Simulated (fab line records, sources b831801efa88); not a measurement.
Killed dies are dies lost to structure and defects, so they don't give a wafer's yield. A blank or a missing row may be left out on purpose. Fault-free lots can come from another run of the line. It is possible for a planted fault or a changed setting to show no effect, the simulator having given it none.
fab line records    flow gf180mcu
record: lots: 15  wafers: 45  last_day: 34
route steps=602 shown V5@555 TOP_METAL@567
lots with no fault: from the same line, run without faults
start_h: hours from the record's opening day to when the first of the lot's shown wafers began    wait_h: hours elapsed since this lot's preceding step    " same as the row above    L1.1+2: one row covering several wafers at once    - no value present, or no start provided    * or withheld: withheld    < > ~ a bound
route shown NAME@n: names a module that has steps shown in the file, with the first one's number in the route    usual: average and standard deviation across the fault-free wafers    same: alike in all rows    chamber/n: place in a boat    sites: readings site by site    _std_site: standard deviation across them    _edge_site: mean of outer sites minus mean of inner sites    radius_mm: for every site, how far away it sits from the centre of the wafer    mask NAME#n: copy n    behind: the tool/chamber that last shaped the wafer    hold: the reason the lot was held/the length of the hold in hours/how it ended    device: which transistor (n, p or np) failed to switch    end of line: tests of these same wafers at the route's end    a step with no rows: only its recipe    killed: the dies lost at the first sort to structure and to defects; this is not the yield of the wafer    map: dies across one wafer; x = killed, . = not, _ = none there
set.NAME: the setting as run; set.NAME@STEP: as run at that earlier step    model.NAME: the simulator's own value behind a step, which no gauge read
the route's steps for a sample of lots (tables are steps, rows are wafers)
services: a tool's chamber out of use, with start hour (start_h, from the record's first day; less than 0 if before it), hours out, and reason
== steps ==
step: GF_V5_OVL_MEAS_15
usual: V5_OVL: 1/6.3
lot.wafer  tool        chamber  start_h  wait_h  V5_OVL[nm]
L464.2     overlay-02  -        636.30   0.1     9
L464.4     "           -        "        "       7
L464.5     "           -        "        "       7
L465.1     overlay-02  -        645.63   0.1     -6
L465.2     "           -        "        "       6
L465.3     "           -        "        "       -13
L467.2     overlay-02  -        650.73   0.1     -4
L467.5     "           -        "        "       3
L467.6     "           -        "        "       1
L468.2     overlay-02  -        661.08   0.1     -8
L468.3     "           -        "        "       -5
L468.5     "           -        "        "       -5
L469.1     overlay-01  -        668.88   0.1     2
L469.3     "           -        "        "       5
L469.5     "           -        "        "       4
L476.2     overlay-01  -        713.69   0.1     11
L476.3     "           -        "        "       5
L476.6     "           -        "        "       5
L477.2     overlay-02  -        727.08   0.1     8
L477.4     "           -        "        "       7
L477.6     "           -        "        "       7
L478.1     overlay-01  -        734.62   0.1     0
L478.5     "           -        "        "       4
L478.6     "           -        "        "       -2
L479.1     overlay-01  -        743.08   0.1     -5
L479.3     "           -        "        "       -4
L479.6     "           -        "        "       -5
L480.1     overlay-01  -        744.38   0.1     7
L480.2     "           -        "        "       8
L480.5     "           -        "        "       5
L482.1     overlay-02  -        756.58   0.1     1
L482.2     "           -        "        "       -7
L482.4     "           -        "        "       -10
L483.1     overlay-01  -        764.72   0.1     -1
L483.2     "           -        "        "       2
L483.3     "           -        "        "       -3
L484.1     overlay-02  -        769.27   0.1     -2
L484.5     "           -        "        "       4
L484.6     "           -        "        "       6
L485.1     overlay-01  -        769.58   0.1     -3
L485.3     "           -        "        "       5
L485.5     "           -        "        "       1
L487.2     overlay-02  -        782.09   0.1     2
L487.3     "           -        "        "       0
L487.5     "           -        "        "       -7
step: GF_TOP_METAL_SPUTTER_00
recipe: material: Ti  target_thk_nm: 37.5  arriving_ion_energy_ev: 80  substrate_temp_c: 200  chamber_pressure_pa: 2  power_w: 4000  time_s: 150
usual: cathode_dc_power_W: 4000.1/0.75  throttle_valve_pct: 29.8/1.2
lot.wafer  tool            chamber  start_h  wait_h  cathode_dc_power_W  throttle_valve_pct
L464.2     pvd_sputter-01  -        637.74   0.2     4001.3              27.9
L464.4     "               -        "        "       3999.5              29.8
L464.5     "               -        "        "       4000.1              29.0
L465.1     pvd_sputter-01  -        647.05   0.2     4000.5              29.9
L465.2     "               -        "        "       4000.7              29.1
L465.3     "               -        "        "       3999.7              28.0
L467.2     pvd_sputter-02  -        652.18   0.1     3999.5              29.4
L467.5     "               -        "        "       3999.0              28.8
L467.6     "               -        "        "       3998.9              29.1
L468.2     pvd_sputter-03  -        662.49   0.1     4000.4              30.5
L468.3     "               -        "        "       4000.3              29.1
L468.5     "               -        "        "       4000.3              28.2
L469.1     pvd_sputter-01  -        670.32   0.1     4000.6              29.8
L469.3     "               -        "        "       4000.3              30.0
L469.5     "               -        "        "       3999.8              28.2
L476.2     pvd_sputter-03  -        715.13   0.1     4000.6              28.3
L476.3     "               -        "        "       3999.7              28.9
L476.6     "               -        "        "       3999.4              28.9
L477.2     pvd_sputter-02  -        728.49   0.1     3999.5              29.2
L477.4     "               -        "        "       4001.0              29.6
L477.6     "               -        "        "       3998.1              30.9
L478.1     pvd_sputter-03  -        736.05   0.2     4000.6              28.6
L478.5     "               -        "        "       4000.9              29.5
L478.6     "               -        "        "       4001.1              32.4
L479.1     pvd_sputter-01  -        744.56   0.2     4002.9              29.7
L479.3     "               -        "        "       3999.5              29.0
L479.6     "               -        "        "       4000.8              29.2
L480.1     pvd_sputter-02  -        746.06   0.2     3999.2              29.6
L480.2     "               -        "        "       4000.7              29.4
L480.5     "               -        "        "       3999.7              29.4
L482.1     pvd_sputter-02  -        757.99   0.2     4000.6              29.4
L482.2     "               -        "        "       4000.8              29.4
L482.4     "               -        "        "       4000.8              30.6
L483.1     pvd_sputter-03  -        766.14   0.2     4000.3              30.8
L483.2     "               -        "        "       4000.4              28.2
L483.3     "               -        "        "       3999.1              29.1
L484.1     pvd_sputter-03  -        770.70   0.2     4000.0              29.1
L484.5     "               -        "        "       3999.2              30.8
L484.6     "               -        "        "       4000.2              32.4
L485.1     pvd_sputter-02  -        770.99   0.1     3999.8              29.6
L485.3     "               -        "        "       3999.9              30.6
L485.5     "               -        "        "       4000.8              29.5
L487.2     pvd_sputter-02  -        783.53   0.1     4000.2              29.5
L487.3     "               -        "        "       4000.1              29.3
L487.5     "               -        "        "       3999.7              28.9
step: GF_TOP_METAL_RS_MEAS_05
recipe: thk_meas_gauge: four-point-probe  reads: TiN_of_TOP_METAL_SPUTTER_04+Ti_of_TOP_METAL_SPUTTER_03+AlCu_of_TOP_METAL_SPUTTER_02+TiN_of_TOP_METAL_SPUTTER_01+Ti_of_TOP_METAL_SPUTTER_00
usual: TOP_METAL_ALCU_RS: 0.0315/0.00034
lot.wafer  tool           chamber  start_h  wait_h  TOP_METAL_ALCU_RS[ohm/sq]
L464.2     film_metro-04  -        637.98   0.0     0.0311
L464.4     "              -        "        "       0.0313
L464.5     "              -        "        "       0.0314
L465.1     film_metro-04  -        647.27   0.0     0.0308
L465.2     "              -        "        "       0.0311
L465.3     "              -        "        "       0.0307
L467.2     film_metro-03  -        652.42   0.0     0.0318
L467.5     "              -        "        "       0.0320
L467.6     "              -        "        "       0.0321
L468.2     film_metro-02  -        662.73   0.0     0.0320
L468.3     "              -        "        "       0.0316
L468.5     "              -        "        "       0.0319
L469.1     film_metro-04  -        670.54   0.0     0.0314
L469.3     "              -        "        "       0.0313
L469.5     "              -        "        "       0.0309
L476.2     film_metro-03  -        715.37   0.0     0.0312
L476.3     "              -        "        "       0.0313
L476.6     "              -        "        "       0.0311
L477.2     film_metro-02  -        728.73   0.0     0.0317
L477.4     "              -        "        "       0.0319
L477.6     "              -        "        "       0.0318
L478.1     film_metro-02  -        736.27   0.0     0.0319
L478.5     "              -        "        "       0.0319
L478.6     "              -        "        "       0.0313
L479.1     film_metro-03  -        744.78   0.0     0.0320
L479.3     "              -        "        "       0.0316
L479.6     "              -        "        "       0.0314
L480.1     film_metro-03  -        746.28   0.0     0.0318
L480.2     "              -        "        "       0.0320
L480.5     "              -        "        "       0.0319
L482.1     film_metro-04  -        758.21   0.0     0.0318
L482.2     "              -        "        "       0.0314
L482.4     "              -        "        "       0.0314
L483.1     film_metro-03  -        766.36   0.0     0.0319
L483.2     "              -        "        "       0.0315
L483.3     "              -        "        "       0.0314
L484.1     film_metro-02  -        770.92   0.0     0.0309
L484.5     "              -        "        "       0.0318
L484.6     "              -        "        "       0.0310
L485.1     film_metro-03  -        771.21   0.0     0.0316
L485.3     "              -        "        "       0.0312
L485.5     "              -        "        "       0.0315
L487.2     film_metro-03  -        783.77   0.0     0.0312
L487.3     "              -        "        "       0.0313
L487.5     "              -        "        "       0.0310
step: GF_TOP_METAL_METAL_ETCH_16
recipe: chemistry: Cl2/BCl3  mask_material: NOVOLAK  target_depth_nm: 1077.5  stop_on: SiO2  pressure_mtorr: 8  icp_w: 800  bias_w: 140  Cl2_flow_sccm: 80  bcl3_flow_sccm: 40  time_s: 179.6
usual: bcl3_flow_sccm: 39.99/0.12  bias_w: 140.0/0.4  chamber_pressure_mTorr: 8.000/0.0079  drypump_motor_current_A: 5.35/0.28  oes_product_au: 0.983/0.0064  throttle_valve_pct: 28.238/0.011
lot.wafer  tool          chamber  start_h  wait_h  bcl3_flow_sccm  bias_w  chamber_pressure_mTorr  drypump_motor_current_A  oes_product_au  rf_hours_counter_h  throttle_valve_pct
L464.2     rie_metal-04  1        658.36   0.0     40.22           139.9   8.002                   4.95                     0.992           5                   28.247
L464.4     "             1        "        "       40.15           139.4   8.012                   4.96                     0.986           -                   28.217
L464.5     "             1        "        "       39.84           140.0   8.010                   4.95                     0.984           -                   28.238
L465.1     rie_metal-01  1        667.06   0.0     40.00           139.4   8.000                   5.57                     0.996           10                  28.208
L465.2     "             0        "        "       40.03           140.0   8.001                   5.06                     0.985           3                   28.229
L465.3     "             1        "        "       39.91           139.7   8.008                   5.57                     0.994           -                   28.229
L467.2     rie_metal-03  1        671.61   0.0     -               -       -                       -                        -               -                   -
L467.5     "             1        "        "       -               -       -                       -                        -               -                   -
L467.6     "             0        "        "       -               -       -                       -                        -               -                   -
L468.2     rie_metal-03  1        681.92   0.1     -               -       -                       -                        -               -                   -
L468.3     "             1        "        "       -               -       -                       -                        -               -                   -
L468.5     "             1        "        "       -               -       -                       -                        -               -                   -
L469.1     rie_metal-04  0        689.61   0.0     -               -       -                       -                        -               -                   -
L469.3     "             1        "        "       -               -       -                       -                        -               -                   -
L469.5     "             1        "        "       -               -       -                       -                        -               -                   -
L476.2     rie_metal-03  0        732.72   0.1     40.10           139.9   7.996                   5.25                     0.988           -                   28.244
L476.3     "             0        "        "       40.04           140.5   8.005                   5.22                     0.978           -                   28.249
L476.6     "             0        "        "       40.06           140.1   8.022                   5.23                     0.985           -                   28.237
L477.2     rie_metal-03  0        745.57   0.1     40.14           139.7   7.980                   5.24                     0.978           -                   28.258
L477.4     "             0        "        "       40.11           140.0   8.002                   5.22                     0.976           -                   28.226
L477.6     "             0        "        "       40.17           140.0   8.003                   5.23                     0.976           -                   28.236
L478.1     rie_metal-04  1        752.91   0.0     40.12           140.1   7.999                   4.95                     0.984           8                   28.255
L478.5     "             0        "        "       39.96           139.1   8.010                   5.85                     0.979           -                   28.247
L478.6     "             1        "        "       39.94           140.2   7.998                   4.97                     0.989           -                   28.228
L479.1     rie_metal-01  0        761.06   0.0     40.02           140.0   7.994                   5.02                     0.982           6                   28.255
L479.3     "             1        "        "       40.13           140.3   7.993                   5.58                     0.981           -                   28.228
L479.6     "             1        "        "       40.06           139.5   7.990                   5.57                     0.988           -                   28.232
L480.1     rie_metal-01  0        762.83   0.0     39.93           139.9   7.994                   5.02                     0.971           6                   28.240
L480.2     "             1        "        "       39.90           140.4   8.001                   5.59                     0.974           15                  28.251
L480.5     "             1        "        "       39.83           140.6   7.994                   5.56                     0.981           -                   28.238
L482.1     rie_metal-01  0        774.91   0.0     39.97           140.9   7.986                   5.02                     0.979           7                   28.233
L482.2     "             1        "        "       40.07           140.2   8.007                   5.59                     0.984           16                  28.243
L482.4     "             0        "        "       39.91           140.0   7.998                   5.05                     0.980           -                   28.253
L483.1     rie_metal-03  1        781.76   0.0     39.97           140.0   7.999                   5.47                     0.975           5                   28.251
L483.2     "             0        "        "       40.03           140.0   8.015                   5.22                     0.986           5                   28.231
L483.3     "             1        "        "       40.17           140.2   8.001                   5.44                     0.981           -                   28.238
L484.1     rie_metal-03  0        787.11   0.0     39.82           140.0   7.990                   5.23                     0.990           5                   28.247
L484.5     "             0        "        "       39.82           140.2   8.005                   5.23                     0.979           -                   28.238
L484.6     "             1        "        "       39.78           139.5   7.998                   5.45                     1.007           -                   28.211
L485.1     rie_metal-01  0        787.21   0.0     40.04           140.4   8.013                   5.07                     0.978           8                   28.234
L485.3     "             0        "        "       39.99           140.1   8.008                   5.06                     0.982           -                   28.227
L485.5     "             0        "        "       39.99           140.0   7.995                   5.00                     0.976           -                   28.238
L487.2     rie_metal-03  1        799.36   0.0     40.09           139.8   8.006                   5.46                     0.986           6                   28.239
L487.3     "             0        "        "       39.99           140.0   8.002                   5.24                     0.979           -                   28.237
L487.5     "             1        "        "       40.08           139.7   8.004                   5.45                     0.985           -                   28.217
step: GF_TOP_METAL_STRIP_17
recipe: chemistry: O2/N2  power_w: 1400  pressure_mtorr: 1500  platen_temp_c: 250  o2_flow_sccm: 3000  n2_flow_sccm: 300  overash_fraction: 0.5
usual: chamber_pressure_mTorr: 1500.0/1.2  drypump_motor_current_A: 5.8/0.82  heater_power_w: 331/19  oes_product_au: 0.711/0.0054  strip_time_to_endpoint_s: 13.43/0.088
lot.wafer  tool             chamber  start_h  wait_h  chamber_pressure_mTorr  drypump_motor_current_A  heater_power_w  oes_product_au  rf_hours_counter_h  strip_time_to_endpoint_s
L464.2     plasma_asher-04  1        658.54   0.1     1502.8                  6.7                      329             0.713           23                  13.54
L464.4     "                0        "        "       1500.8                  4.9                      313             0.712           -                   13.52
L464.5     "                0        "        "       1499.8                  5.0                      329             0.712           -                   13.43
L465.1     plasma_asher-04  0        667.24   0.1     1498.2                  4.9                      323             0.704           24                  13.37
L465.2     "                1        "        "       1498.0                  6.7                      326             0.709           24                  13.50
L465.3     "                1        "        "       1497.6                  6.7                      334             0.712           -                   13.49
L467.2     plasma_asher-01  1        671.79   0.1     1500.0                  5.0                      316             0.716           98                  18.26
L467.5     "                0        "        "       1499.4                  6.7                      369             0.719           -                   18.24
L467.6     "                1        "        "       1498.0                  5.0                      313             0.715           -                   18.21
L468.2     plasma_asher-04  0        682.21   0.2     1499.0                  4.9                      324             0.713           25                  18.23
L468.3     "                1        "        "       1499.8                  6.7                      325             0.715           -                   18.26
L468.5     "                1        "        "       1499.5                  6.7                      328             0.718           -                   18.20
L469.1     plasma_asher-01  0        689.79   0.1     1500.5                  6.7                      372             0.724           100                 18.24
L469.3     "                0        "        "       1498.1                  6.7                      361             0.712           -                   18.31
L469.5     "                0        "        "       1498.9                  6.7                      377             0.718           -                   18.24
L476.2     plasma_asher-01  0        733.01   0.2     1501.0                  6.7                      370             0.716           105                 13.40
L476.3     "                1        "        "       1500.0                  5.0                      310             0.705           -                   13.41
L476.6     "                1        "        "       1499.9                  5.0                      309             0.711           -                   13.48
L477.2     plasma_asher-04  0        745.86   0.2     1501.0                  4.9                      326             0.711           32                  13.52
L477.4     "                1        "        "       1499.2                  6.7                      330             0.720           -                   13.60
L477.6     "                0        "        "       1500.3                  4.9                      319             0.711           -                   13.56
L478.1     plasma_asher-03  1        753.09   0.1     1498.9                  5.7                      313             0.713           1                   13.32
L478.5     "                0        "        "       1499.2                  5.2                      343             0.704           -                   13.25
L478.6     "                1        "        "       1502.0                  5.7                      329             0.709           -                   13.33
L479.1     plasma_asher-04  1        761.24   0.1     1500.8                  6.7                      327             0.714           34                  13.49
L479.3     "                0        "        "       1500.9                  4.9                      315             0.704           -                   13.50
L479.6     "                0        "        "       1501.2                  5.0                      325             0.718           -                   13.47
L480.1     plasma_asher-04  1        763.01   0.1     1497.8                  6.7                      333             0.706           34                  13.52
L480.2     "                0        "        "       1500.7                  5.0                      320             0.715           34                  13.48
L480.5     "                1        "        "       1499.5                  6.7                      332             0.715           -                   13.49
L482.1     plasma_asher-04  0        775.09   0.1     1498.3                  4.9                      322             0.712           35                  13.53
L482.2     "                1        "        "       1500.0                  6.7                      332             0.705           35                  13.53
L482.4     "                0        "        "       1499.8                  5.0                      322             0.709           -                   13.56
L483.1     plasma_asher-01  1        781.93   0.1     1499.7                  4.9                      305             0.704           110                 13.39
L483.2     "                0        "        "       1497.8                  6.7                      371             0.717           110                 13.36
L483.3     "                0        "        "       1499.4                  6.7                      377             0.715           -                   13.31
L484.1     plasma_asher-01  0        787.29   0.1     1499.5                  6.7                      355             0.716           110                 13.44
L484.5     "                0        "        "       1500.9                  6.7                      373             0.709           -                   13.37
L484.6     "                1        "        "       1499.2                  5.0                      304             0.717           -                   13.33
L485.1     plasma_asher-04  1        787.38   0.1     1499.0                  6.7                      327             0.711           37                  13.41
L485.3     "                1        "        "       1498.9                  6.7                      325             0.706           -                   13.50
L485.5     "                1        "        "       1500.0                  6.7                      339             0.701           -                   13.48
L487.2     plasma_asher-01  1        799.54   0.1     1500.7                  5.0                      301             0.709           111                 13.29
L487.3     "                1        "        "       1498.1                  5.0                      314             0.702           -                   13.34
L487.5     "                1        "        "       1501.0                  5.0                      302             0.703           -                   13.36
== services ==
tool             chamber  start_h  hours  kind
pvd_sputter-01   -        621.96   0.6    repair
pvd_sputter-02   3        623.82   -      consumable_replace:kit
pvd_sputter-02   3        623.82   18.0   scheduled_down
pvd_sputter-02   3        623.82   18.0   vent_cycle
rie_metal-03     1        648.95   -      clean
rie_metal-03     1        648.95   19.2   scheduled_down
rie_metal-03     1        648.95   19.2   vent_cycle
pvd_sputter-01   -        652.32   0.7    repair
rie_metal-04     -        665.88   0.6    repair
rie_metal-03     0        679.26   -      clean
rie_metal-03     0        679.26   26.3   scheduled_down
rie_metal-03     0        679.26   26.3   vent_cycle
rie_metal-04     -        686.08   0.7    repair
plasma_asher-03  -        698.33   7.2    pm
pvd_sputter-03   -        711.44   0.9    repair
pvd_sputter-02   2        722.96   -      consumable_replace:kit
pvd_sputter-02   2        722.96   18.0   scheduled_down
rie_metal-03     1        732.14   20.2   repair
plasma_asher-03  -        733.75   9.0    pm
pvd_sputter-03   -        741.07   2.1    repair
plasma_asher-01  -        750.34   1.3    repair
rie_metal-01     1        790.18   5.0    repair
plasma_asher-01  -        793.25   4.7    repair
plasma_asher-04  -        793.50   0.8    repair
== key ==
first_sign: step: GF_TOP_METAL_METAL_ETCH_16  reading: tool_record  direction: missing
effect: step: GF_TOP_METAL_STRIP_17  reading: strip_time_to_endpoint_s  direction: up  sigmas: 55  usual: *  struck: *
met_at GF_TOP_METAL_METAL_ETCH_16
struck_lots L467,L468,L469
later_rows_left_out L467.2,L467.5,L467.6,L468.2,L468.3,L468.5,L469.1,L469.3,L469.5
sort_left_out L467.2,L467.5,L467.6,L468.2,L468.3,L468.5,L469.1,L469.3,L469.5
not_acting_at GF_V5_OVL_MEAS_15,GF_TOP_METAL_SPUTTER_00,GF_TOP_METAL_RS_MEAS_05
onset_between 658.36 671.61
fault: kind: skipped_step_whole  tool: rie_metal-03,rie_metal-04  chamber: -  onset_h: 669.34  steps: GF_TOP_METAL_METAL_ETCH_16  scope: struck_lots_only
sort_left_out: the simulated sort isn't trusted on such a fault, so these wafers' sort isn't shown, and their yield isn't known
later_rows_left_out: the simulator's readings of these wafers behind a module that went badly wrong aren't trusted and aren't shown, but for the sort
